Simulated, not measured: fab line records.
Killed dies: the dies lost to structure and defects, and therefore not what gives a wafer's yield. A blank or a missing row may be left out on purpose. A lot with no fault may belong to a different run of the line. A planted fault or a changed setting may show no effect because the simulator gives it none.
One fault through the eyes of 2 desks | flow sky130 | each desk has only its own numbers; what lay behind them comes last

## THE TOOL OWNER'S DESK: cmp-02
The tool's own readings at SKY_VIA2_CMP_02 (polishes SiO2): means of the sampled wafers that have a number, for each lot that ran on this tool. If a lot's mean is further than 4 standard deviations from the usual mean, the lot is out of limits and carries the mark OUT (the distance appears in the brackets).
Columns: A = head-pressure-psi at SKY_VIA2_CMP_02, usual 4.000 psi; B = motor-current-A at SKY_VIA2_CMP_02, usual 12.5 A
lot  | first seen here | A     | B
L599 | day 35 23:26    | 3.995 | 12.6
L601 | day 37 07:25    | 3.990 | 12.5
L609 | day 39 22:04    | 4.002 | 11.6
Result from this desk: across the 3 lots, nothing is out of limits.

## AT THE METROLOGY DESK
What the gauges read for every lot (on any tool): the sampled wafers with a number, averaged. If a lot's mean is further than 4 standard deviations from the usual mean, the lot is out of limits and carries the mark OUT (the distance appears in the brackets).
Columns: A = VIA3_W_RS at SKY_VIA3_RS_MEAS_22, usual 0.2939 ohm/sq
lot  | first seen here | A
L596 | day 39 11:40    | 0.2908
L598 | day 40 03:26    | 0.2975
L599 | day 40 12:14    | 0.2931
L600 | day 41 03:38    | 0.2962
L601 | day 41 18:19    | 0.2914
L609 | day 44 01:30    | 0.2936
L610 | day 44 02:12    | 0.2954
L612 | day 44 13:46    | 0.2981
L613 | day 44 14:18    | 0.2944
L616 | day 45 08:47    | 0.2926
L617 | day 45 09:53    | 0.2986
L619 | day 46 06:54    | 0.2908
Result from this desk: across the 12 lots, nothing is out of limits.

## BROUGHT TOGETHER
Nothing out of limits was seen by the tool owner's desk.
The metrology desk saw nothing out of limits.

## WHAT HAD BEEN PUT IN BY THE SIMULATOR
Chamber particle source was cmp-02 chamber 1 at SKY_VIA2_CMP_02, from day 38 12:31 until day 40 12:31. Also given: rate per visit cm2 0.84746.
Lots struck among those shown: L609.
